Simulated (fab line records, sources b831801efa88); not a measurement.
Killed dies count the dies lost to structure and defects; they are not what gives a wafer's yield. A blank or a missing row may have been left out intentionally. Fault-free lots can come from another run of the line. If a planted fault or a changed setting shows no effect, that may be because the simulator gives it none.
fab line records | flow sfq-line
record: lots: 6 | wafers: 18 | last-day: 85
route steps=325 shown M5@200 A5B@209 R5@212
lots untouched by any fault: they come from a run of this same line in which no faults occurred
start-h: hours from the record's opening day to when the first of the lot's shown wafers began | wait-h: time in hours since the lot's previous step | " as in the row above | L1.1+2: several wafers, shown together as one row | - no value, or no start was given | * or withheld: withheld | < > ~ a bound
route shown NAME@n: NAME is a module with steps in the file, n the number in the route of the first one | usual: average and standard deviation across the fault-free wafers | same: alike in all rows | chamber/n: place in a boat | sites: each site's reading | _std_site: standard deviation across them | _edge_site: inner sites' mean taken away from outer sites' mean | radius-mm: for every site, how far away it sits from the centre of the wafer | mask NAME#n: copy n | behind: tool/chamber where the wafer was last shaped | hold: reason for holding the lot/hours on hold/outcome of the hold | device: the n, p or np transistor that did not switch | end of line: at the end of the route, the tests of the same wafers | for a step that has no rows: nothing shown but its recipe | killed: not the wafer's yield, but the dies lost to structure and defects at the first sort | map: per-die view of a wafer (x killed, . not killed, _ where there is no die)
set.NAME: the setting that was run; set.NAME@STEP: the one run at that earlier step | model.NAME: the simulator's own value behind a step, which no gauge read
lots at selected steps of the route; one table per step, one row per wafer
services: from which hour (start-h, from the record's first day; less than 0 if before it) a tool's chamber was out of use, for how many hours, and why
== steps ==
step: SFQ_TRILAYER_M5_LITHO_SOFTBAKE_127
recipe: temp-c: withheld | time-s: withheld | resist: KrF
step: SFQ_TRILAYER_M5_LITHO_EXPOSE_124
recipe: mask-id: M5 | na: 0.6 | source-shape: conventional | sigma-outer: 0.65 | target-cd-nm: 700 | dose-mj: 14.4
step: SFQ_TRILAYER_M5_LITHO_PEB_126
recipe: peb-temp-c: 115 | peb-time-s: 60 | resist: KrF
step: SFQ_TRILAYER_M5_LITHO_DEVELOP_125
recipe: time-s: 60 | resist: KrF
step: SFQ_M5_OVL_MEAS_932
usual: M5_OVL: 1/4.8
lot.wafer | tool       | chamber | start-h | wait-h | M5_OVL[nm]
L765.1    | overlay-01 | -       | 1217.53 | 0.1    | -4
L765.4    | "          | -       | "       | "      | -5
L765.6    | "          | -       | "       | "      | 0
L768.1    | overlay-01 | -       | 1381.57 | 0.1    | -1
L768.4    | "          | -       | "       | "      | -6
L768.5    | "          | -       | "       | "      | -5
L779.1    | overlay-02 | -       | 1423.69 | 0.1    | 5
L779.3    | "          | -       | "       | "      | -2
L779.6    | "          | -       | "       | "      | 1
L781.3    | overlay-02 | -       | 1434.50 | 0.1    | 3
L781.4    | "          | -       | "       | "      | 6
L781.5    | "          | -       | "       | "      | 8
L782.1    | overlay-02 | -       | 1443.02 | 0.1    | 6
L782.4    | "          | -       | "       | "      | 0
L782.5    | "          | -       | "       | "      | 9
L785.2    | overlay-01 | -       | 1449.02 | 0.1    | 0
L785.3    | "          | -       | "       | "      | 4
L785.4    | "          | -       | "       | "      | -1
step: SFQ_TRILAYER_M5_BARC_OPEN_METAL_ETCH_161
recipe: mask-material: PR | chemistry: O2 | target-depth-nm: 125 | target: BARC | icp-w: 600 | bias-w: 80 | pressure-mtorr: 10.34 | time-s: 41.7
step: SFQ_TRILAYER_M5_ETCH_METAL_ETCH_126
recipe: target: Nb | stop-on: SiO2 | mask-material: PR | over-etch-frac: 0.15 | time-s: 203.2 | chemistry: Cl2/BCl3 | target-depth-nm: 265 | icp-w: 600 | bias-w: 80 | pressure-mtorr: 10
usual: drypump-motor-current-A: 5.7/0.34 | oes-product-au: 0.730/0.0056
same: over-etch-frac: 0.15
lot.wafer | tool         | chamber | start-h | wait-h | drypump-motor-current-A | oes-product-au | rf-hours-counter-h
L765.1    | rie-metal-01 | 1       | 1217.63 | 0.0    | 6.1                     | 0.727          | 45
L765.4    | "            | 0       | "       | "      | 5.9                     | 0.732          | -
L765.6    | "            | 0       | "       | "      | 5.9                     | 0.723          | -
L768.1    | rie-metal-01 | 1       | 1381.66 | 0.0    | 6.2                     | 0.718          | 75
L768.4    | "            | 0       | "       | "      | 5.9                     | 0.726          | -
L768.5    | "            | 0       | "       | "      | 5.9                     | 0.735          | -
L779.1    | rie-metal-04 | 1       | 1423.79 | 0.0    | 5.5                     | 0.726          | 112
L779.3    | "            | 1       | "       | "      | 5.5                     | 0.725          | -
L779.6    | "            | 0       | "       | "      | 5.8                     | 0.733          | -
L781.3    | rie-metal-03 | 0       | 1434.65 | 0.1    | 5.1                     | 0.735          | -
L781.4    | "            | 1       | "       | "      | 6.0                     | 0.730          | -
L781.5    | "            | 0       | "       | "      | 5.2                     | 0.732          | -
L782.1    | rie-metal-04 | 1       | 1443.17 | 0.1    | 5.5                     | 0.734          | 115
L782.4    | "            | 1       | "       | "      | 5.5                     | 0.735          | -
L782.5    | "            | 1       | "       | "      | 5.5                     | 0.733          | -
L785.2    | rie-metal-04 | 1       | 1449.24 | 0.1    | 5.5                     | 0.731          | -
L785.3    | "            | 1       | "       | "      | 5.5                     | 0.732          | -
L785.4    | "            | 1       | "       | "      | 5.5                     | 0.735          | -
step: SFQ_TRILAYER_M5_STRIP_STRIP_127
recipe: gas: O2 | power-w: 200 | platen-temp-c: 40 | overash-fraction: 0.65 | chemistry: O2 | pressure-mtorr: 50
usual: drypump-motor-current-A: 5.7/0.35 | oes-product-au: 0.998/0.0078 | platen-temp-c: 40.01/0.11
lot.wafer | tool         | chamber | start-h | wait-h | drypump-motor-current-A | oes-product-au | platen-temp-c | rf-hours-counter-h
L765.1    | rie-metal-01 | 1       | 1217.82 | 0.1    | 6.2                     | 1.000          | 40.00         | 45
L765.4    | "            | 0       | "       | "      | 5.9                     | 0.987          | 39.99         | -
L765.6    | "            | 0       | "       | "      | 5.9                     | 0.991          | 40.12         | -
L768.1    | rie-metal-01 | 1       | 1381.86 | 0.1    | 6.2                     | 0.997          | 40.08         | 75
L768.4    | "            | 0       | "       | "      | 6.0                     | 1.000          | 40.16         | -
L768.5    | "            | 0       | "       | "      | 5.9                     | 0.996          | 39.79         | -
L779.1    | rie-metal-04 | 1       | 1423.98 | 0.1    | 5.5                     | 0.984          | 39.96         | 112
L779.3    | "            | 1       | "       | "      | 5.5                     | 0.992          | 39.96         | -
L779.6    | "            | 0       | "       | "      | 5.8                     | 0.992          | 39.93         | -
L781.3    | rie-metal-03 | 0       | 1434.98 | 0.3    | 5.1                     | 1.003          | 40.11         | -
L781.4    | "            | 1       | "       | "      | 6.0                     | 1.001          | 40.10         | -
L781.5    | "            | 0       | "       | "      | 5.1                     | 0.998          | 40.06         | -
L782.1    | rie-metal-04 | 1       | 1443.56 | 0.3    | 5.5                     | 0.984          | 40.06         | 115
L782.4    | "            | 1       | "       | "      | 5.5                     | 0.993          | 40.06         | -
L782.5    | "            | 1       | "       | "      | 5.5                     | 0.991          | 40.08         | -
L785.2    | rie-metal-04 | 1       | 1449.76 | 0.5    | 5.5                     | 0.989          | 39.88         | -
L785.3    | "            | 1       | "       | "      | 5.5                     | 1.005          | 40.12         | -
L785.4    | "            | 1       | "       | "      | 5.5                     | 0.992          | 40.00         | -
step: SFQ_TRILAYER_M5_STRIP_SOLV_CLEAN_128
recipe: chemistry: NMP | temp-c: 70 | time-s: 600
step: SFQ_TRILAYER_A5B_DEP_PECVD_129
recipe: material: SiO2 | temp-c: 150 | time-s: 133.33 | pressure-torr: 2.4 | rf-w: 183.3 | precursor: SiH4/N2O | target-thk-nm: 600
usual: heater-power-w: 86/17 | throttle-valve-pct: 24.2/1.5
lot.wafer | tool     | chamber | start-h | wait-h | heater-power-w | throttle-valve-pct
L765.1    | pecvd-02 | 0       | 1218.60 | 0.0    | 86             | 23.7
L765.4    | "        | 2       | "       | "      | 99             | 21.8
L765.6    | "        | 1       | "       | "      | 94             | 22.4
L768.1    | pecvd-01 | 2       | 1382.63 | 0.0    | 70             | 25.1
L768.4    | "        | 2       | "       | "      | 71             | 25.2
L768.5    | "        | 0       | "       | "      | 77             | 28.3
L779.1    | pecvd-01 | 1       | 1424.76 | 0.0    | 67             | 23.9
L779.3    | "        | 0       | "       | "      | 77             | 28.4
L779.6    | "        | 1       | "       | "      | 73             | 23.4
L781.3    | pecvd-03 | 2       | 1435.56 | 0.0    | 119            | 23.9
L781.4    | "        | 2       | "       | "      | 101            | 24.1
L781.5    | "        | 0       | "       | "      | 84             | 23.9
L782.1    | pecvd-02 | 1       | 1444.93 | 0.0    | 102            | 22.8
L782.4    | "        | 0       | "       | "      | 99             | 24.2
L782.5    | "        | 2       | "       | "      | 88             | 22.0
L785.2    | pecvd-03 | 1       | 1450.93 | 0.0    | 65             | 25.1
L785.3    | "        | 2       | "       | "      | 116            | 23.9
L785.4    | "        | 0       | "       | "      | 76             | 23.5
step: SFQ_TRILAYER_A5B_CMP_CMP_130
recipe: stop-on: Nb | down-force-psi: 3.144 | platen-rpm: 60 | target-thk-nm: 340.7
step: SFQ_TRILAYER_A5B_METRO_MEASURE_131
usual: thk-nm: 340/6.6
lot.wafer | tool          | chamber | start-h | wait-h | thk-nm
L765.1    | film-metro-01 | -       | 1226.28 | 1.5    | 345
L765.4    | "             | -       | "       | "      | 348
L765.6    | "             | -       | "       | "      | 344
L768.1    | film-metro-01 | -       | 1385.72 | 1.5    | 342
L768.4    | "             | -       | "       | "      | 352
L768.5    | "             | -       | "       | "      | 353
L779.1    | film-metro-04 | -       | 1427.85 | 2.0    | 325
L779.3    | "             | -       | "       | "      | 329
L779.6    | "             | -       | "       | "      | 334
L781.3    | film-metro-01 | -       | 1442.96 | 1.4    | 339
L781.4    | "             | -       | "       | "      | 330
L781.5    | "             | -       | "       | "      | 339
L782.1    | film-metro-02 | -       | 1451.23 | 1.0    | 334
L782.4    | "             | -       | "       | "      | 340
L782.5    | "             | -       | "       | "      | 341
L785.2    | film-metro-04 | -       | 1463.22 | 2.7    | 346
L785.3    | "             | -       | "       | "      | 346
L785.4    | "             | -       | "       | "      | 337
step: SFQ_TRILAYER_R5_DEP_SPUTTER_132
recipe: material: Ti | base-pressure-pa: 1.33e-06 | target-thk-nm: 5 | power-w: 2000 | time-s: 5 | chamber-pressure-pa: 0.4
usual: cathode-dc-power-W: 2000.0/0.33 | throttle-valve-pct: 30.0/1.3
lot.wafer | tool           | chamber | start-h | wait-h | cathode-dc-power-W | throttle-valve-pct | model.Ti_of_TRILAYER_R5_DEP_SPUTTER_132.thk-nm
L765.1    | pvd-sputter-04 | -       | 1227.48 | 1.0    | 2000.2             | 28.4               | 5.063
L765.4    | "              | -       | "       | "      | 2000.0             | 31.8               | 4.89
L765.6    | "              | -       | "       | "      | 1999.7             | 32.1               | 4.919
L768.1    | pvd-sputter-05 | -       | 1386.92 | 1.0    | 2000.0             | 30.7               | 5.049
L768.4    | "              | -       | "       | "      | 2000.3             | 30.6               | 4.982
L768.5    | "              | -       | "       | "      | 2000.7             | 28.5               | 5.029
L779.1    | pvd-sputter-05 | -       | 1429.05 | 1.0    | 1999.7             | 30.6               | 5.184
L779.3    | "              | -       | "       | "      | 2000.4             | 28.5               | 5.223
L779.6    | "              | -       | "       | "      | 1745.6             | 30.7               | 4.587
L781.3    | pvd-sputter-05 | -       | 1443.76 | 0.6    | 2000.4             | 30.4               | 5.323
L781.4    | "              | -       | "       | "      | 2000.1             | 28.7               | 5.336
L781.5    | "              | -       | "       | "      | 1745.4             | 30.7               | 4.619
L782.1    | pvd-sputter-04 | -       | 1452.43 | 1.0    | 2000.1             | 32.0               | 4.965
L782.4    | "              | -       | "       | "      | 1999.6             | 29.7               | 5.012
L782.5    | "              | -       | "       | "      | 1999.4             | 28.3               | 5.083
L785.2    | pvd-sputter-06 | -       | 1464.22 | 0.8    | 1999.9             | 30.7               | 5.026
L785.3    | "              | -       | "       | "      | 2000.0             | 27.8               | 5.024
L785.4    | "              | -       | "       | "      | 2000.1             | 28.7               | 4.882
step: SFQ_TRILAYER_R5_DEP_SPUTTER_133
recipe: material: MoNx | base-pressure-pa: 1.33e-06 | target-thk-nm: 40 | power-w: 1000 | time-s: 66.7 | chamber-pressure-pa: 0.4
usual: cathode-dc-power-W: 1000.0/0.17 | throttle-valve-pct: 30.0/1.3
lot.wafer | tool           | chamber | start-h | wait-h | cathode-dc-power-W | throttle-valve-pct
L765.1    | pvd-sputter-04 | -       | 1227.50 | 0.0    | 999.70             | 28.5
L765.4    | "              | -       | "       | "      | 1000.3             | 31.8
L765.6    | "              | -       | "       | "      | 1000.3             | 31.7
L768.1    | pvd-sputter-05 | -       | 1386.94 | 0.0    | 999.99             | 30.6
L768.4    | "              | -       | "       | "      | 999.91             | 30.7
L768.5    | "              | -       | "       | "      | 999.74             | 28.7
L779.1    | pvd-sputter-05 | -       | 1429.07 | 0.0    | 999.94             | 30.9
L779.3    | "              | -       | "       | "      | 1000.0             | 28.6
L779.6    | "              | -       | "       | "      | 999.99             | 30.7
L781.3    | pvd-sputter-05 | -       | 1443.78 | 0.0    | 1000.0             | 30.9
L781.4    | "              | -       | "       | "      | 999.95             | 28.7
L781.5    | "              | -       | "       | "      | 999.96             | 31.0
L782.1    | pvd-sputter-04 | -       | 1452.45 | 0.0    | 999.90             | 32.0
L782.4    | "              | -       | "       | "      | 1000.0             | 30.1
L782.5    | "              | -       | "       | "      | 1000.1             | 28.3
L785.2    | pvd-sputter-06 | -       | 1464.24 | 0.0    | 999.86             | 30.8
L785.3    | "              | -       | "       | "      | 999.99             | 28.0
L785.4    | "              | -       | "       | "      | 999.55             | 28.7
== services ==
tool           | chamber | start-h | hours | kind
film-metro-04  | -       | 1195.97 | 1.4   | pm
rie-metal-04   | -       | 1200.38 | 0.2   | repair
pecvd-02       | -       | 1200.41 | 14.6  | pm
film-metro-04  | -       | 1244.19 | 1.0   | pm
rie-metal-03   | -       | 1249.23 | 1.4   | pm
film-metro-01  | -       | 1271.54 | 0.4   | pm
rie-metal-03   | 0       | 1285.36 | 17.0  | repair
film-metro-04  | -       | 1285.55 | 1.8   | pm
rie-metal-03   | 1       | 1295.89 | 2.4   | repair
pvd-sputter-05 | -       | 1313.57 | 5.8   | repair
rie-metal-03   | -       | 1315.40 | 0.2   | repair
rie-metal-01   | -       | 1318.85 | 0.6   | repair
pecvd-02       | 2       | 1323.24 | 7.3   | repair
film-metro-04  | -       | 1324.31 | 1.7   | pm
film-metro-04  | -       | 1327.60 | 2.2   | pm
pecvd-02       | 2       | 1333.84 | 10.1  | repair
pvd-sputter-06 | -       | 1350.07 | 1.0   | repair
rie-metal-04   | -       | 1351.83 | 2.8   | pm
film-metro-01  | -       | 1378.29 | 0.3   | pm
film-metro-01  | -       | 1381.89 | 0.5   | pm
pvd-sputter-04 | -       | 1390.47 | 3.0   | repair
film-metro-01  | -       | 1397.76 | 0.4   | pm
pvd-sputter-04 | -       | 1435.25 | 1.1   | repair
pvd-sputter-04 | -       | 1440.95 | 1.0   | repair
== key ==
first-sign: step: SFQ_TRILAYER_R5_DEP_SPUTTER_132 | reading: cathode-dc-power-W | direction: down | sigmas: 99+ | usual: 2000.0 | struck: 1745.5
effect none on later readings
model-effect: step: SFQ_TRILAYER_R5_DEP_SPUTTER_132 | value: Ti_of_TRILAYER_R5_DEP_SPUTTER_132.thk-nm | without: 5.238 | struck: 4.603
met-at SFQ_TRILAYER_R5_DEP_SPUTTER_132
struck-wafers L779.6,L781.5
onset-between 1386.92 1429.05
fault: kind: process-parameter-drift | tool: pvd-sputter-05 | chamber: - | onset-h: 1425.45 | steps: SFQ_TRILAYER_R5_DEP_SPUTTER_132 | channel: power-w | offset: -254.2 | shape: step | end-h: 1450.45 | acts-in: these-recipes-only | stated: 2000 | scope: struck-wafers-only
